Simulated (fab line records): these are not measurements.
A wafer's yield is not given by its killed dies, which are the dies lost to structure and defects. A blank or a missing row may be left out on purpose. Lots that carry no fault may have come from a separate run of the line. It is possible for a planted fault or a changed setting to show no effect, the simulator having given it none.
Which tool is to blame? -- flow gf180mcu -- 14 lots with 42 wafers sampled at 4 steps, on a route of 602 steps

== WHAT THE GAUGES SHOWED, per wafer ==
GF_HV_LDD_OVL_MEAS_47.
lot,measured,on,HV_LDD_03_OVL (nm)
L701,day 12 04:52,overlay-01,-1.3 -3.1 -4.0
L702,day 12 17:28,overlay-01,-1.8 -0.2 -1.6
L704,day 13 09:22,overlay-02,-1.0 -0.1 -1.8
L705,day 13 15:45,overlay-01,-2.7 -2.2 -3.2
L706,day 14 02:29,overlay-01,-2.4 -1.5 -0.9
L707,day 14 12:07,overlay-01,-2.3 -2.0 -1.4
L708,day 14 20:28,overlay-01,-1.6 -1.6 -2.3
L709,day 15 00:04,overlay-01,-2.6 -5.3 -2.8
L711,day 15 17:37,overlay-01,-0.7 -1.8 1.7
L712,day 16 01:40,overlay-01,-0.6 0.3 -0.3
L713,day 16 09:46,overlay-02,-4.5 -1.7 -1.7
L714,day 16 15:49,overlay-01,-1.2 -1.0 0.3
L717,day 17 14:49,overlay-02,-2.0 -1.3 -2.9
L718,day 18 03:24,overlay-02,-1.0 1.2 -0.9

GF_HV_LDD_THK_MEAS_57.
lot,measured,on,HV_LDD_CVD_56_THK (nm)
L701,day 12 08:44,filmMetro-03,90.0 89.7 89.8
L702,day 12 21:49,filmMetro-04,89.7 88.7 89.0
L704,day 13 13:11,filmMetro-01,90.2 89.5 89.5
L705,day 13 18:51,filmMetro-03,88.1 88.2 87.7
L706,day 14 05:35,filmMetro-01,89.9 90.9 90.1
L707,day 14 15:13,filmMetro-03,89.3 89.8 89.9
L708,day 14 23:34,filmMetro-01,89.3 89.3 89.5
L709,day 15 04:00,filmMetro-04,89.5 88.9 88.5
L711,day 15 20:43,filmMetro-01,90.3 91.3 90.3
L712,day 16 05:12,filmMetro-04,89.9 90.3 89.6
L713,day 16 12:52,filmMetro-01,88.1 89.2 88.5
L714,day 16 18:56,filmMetro-01,90.9 91.1 91.6
L717,day 17 18:38,filmMetro-01,89.3 89.5 89.9
L718,day 18 06:30,filmMetro-04,88.8 89.9 89.6

GF_SAB_OVL_MEAS_10.
lot,measured,on,SAB_OVL (nm)
L701,day 14 23:48,overlay-02,0.0 -0.5 1.2
L702,day 15 12:18,overlay-02,1.2 2.3 -0.3
L704,day 16 04:54,overlay-01,-1.0 -1.0 -0.2
L705,day 16 11:00,overlay-02,3.3 2.5 2.9
L706,day 17 00:04,overlay-01,1.8 2.2 -0.1
L707,day 17 08:47,overlay-02,-0.4 0.8 -0.5
L708,day 17 20:13,overlay-02,0.0 0.4 -1.0
L709,day 18 01:34,overlay-01,0.4 1.9 -0.7
L711,day 18 18:58,overlay-01,0.3 0.5 2.2
L712,day 19 03:37,overlay-02,0.5 3.7 2.4
L713,day 19 12:24,overlay-01,-0.3 1.1 1.1
L714,day 19 18:50,overlay-01,0.6 0.7 -1.6
L717,day 20 20:09,overlay-02,0.7 -0.7 1.0
L718,day 21 07:54,overlay-02,-2.5 -1.5 0.0

== WHICH TOOL RAN EACH LOT (tool, then ch and the chambers of the sampled wafers, then the start) ==
lot,GF_VT_IMPLANT_DEVELOP_39
L701,"lithoTrack-01 ch 0, day 7 10:12"
L702,"lithoTrack-01 ch 0, day 7 19:33"
L704,"lithoTrack-01 ch 0, day 8 10:27"
L705,"lithoTrack-01 ch 0, day 8 15:30"
L706,"lithoTrack-03 ch 0, day 8 23:02"
L707,"lithoTrack-03 ch 0, day 9 06:04"
L708,"lithoTrack-03 ch 0, day 9 14:05"
L709,"lithoTrack-02 ch 0, day 9 16:53"
L711,"lithoTrack-02 ch 0, day 10 09:05"
L712,"lithoTrack-03 ch 0, day 10 13:38"
L713,"lithoTrack-01 ch 0, day 10 22:33"
L714,"lithoTrack-03 ch 0, day 11 04:55"
L717,"lithoTrack-03 ch 0, day 11 21:50"
L718,"lithoTrack-03 ch 0, day 12 09:23"
- GF_VT_IMPLANT_DEVELOP_39: develop time 60 s.

== AS READ BY THE TOOLS THEMSELVES (means over the sampled wafers that have a number; for cases with no such wafer, the mark the record gives instead) ==
GF_VT_IMPLANT_DEVELOP_39.
lot,tool,developerTempC (C)
L701,lithoTrack-01,22.98
L702,lithoTrack-01,23.00
L704,lithoTrack-01,23.11
L705,lithoTrack-01,23.03
L706,lithoTrack-03,23.20
L707,lithoTrack-03,22.92
L708,lithoTrack-03,23.05
L709,lithoTrack-02,23.05
L711,lithoTrack-02,23.04
L712,lithoTrack-03,23.04
L713,lithoTrack-01,22.96
L714,lithoTrack-03,23.06
L717,lithoTrack-03,21.97
L718,lithoTrack-03,22.09

== THE ANSWER, worked out from the rows above alone ==
Rule: what is usual is taken from the lots themselves. Put in order of their means at a reading, lots are off if they are a third of the lots or fewer, leave a main group of 4 or more, and stand apart from it by a gap of 3 or more times the standard deviation of the main group's means; of several such gaps the widest counts. Not used: any main group whose means are identical at the precision the tables above print for the reading. Also off: a lot with no number at a reading for which 4 or more lots have one. Where the step has rows for the other lots, those lots are counted as sound. After the gauges, taken in route order, come the tools' own readings; for these a lot's mean is taken, as printed above. At the first step where some lot is off, the reading lying furthest off is the one used; lots without a number count as furthest.
Off at GF_VT_IMPLANT_DEVELOP_39 (developerTempC): L717, L718. For the main group the mean is 23.04 C and the standard deviation 0.069.
If a tool, at that step or one of the process steps before it, ran each lot that is off and ran no sound lot following the first of them, it fits. One fits: lithoTrack-03 at GF_VT_IMPLANT_DEVELOP_39. Its last sound lot is L714 (day 11 04:55), its first lot that is off L717 (day 11 21:50): a fault that began between those two fits.
The tool's own readings at GF_VT_IMPLANT_DEVELOP_39 bear it out: on the lots that are off they differ by more than 5 times the standard deviation of the sound lots' means. developerTempC reads 22.03 C there against 23.04 C on the sound lots.

== WHAT WAS PUT IN BY THE SIMULATOR ==
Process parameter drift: lithoTrack-03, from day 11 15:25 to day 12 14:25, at GF_VT_IMPLANT_DEVELOP_39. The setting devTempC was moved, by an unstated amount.
Shown lots that were struck: L717, L718. The rule given above showed the same thing.
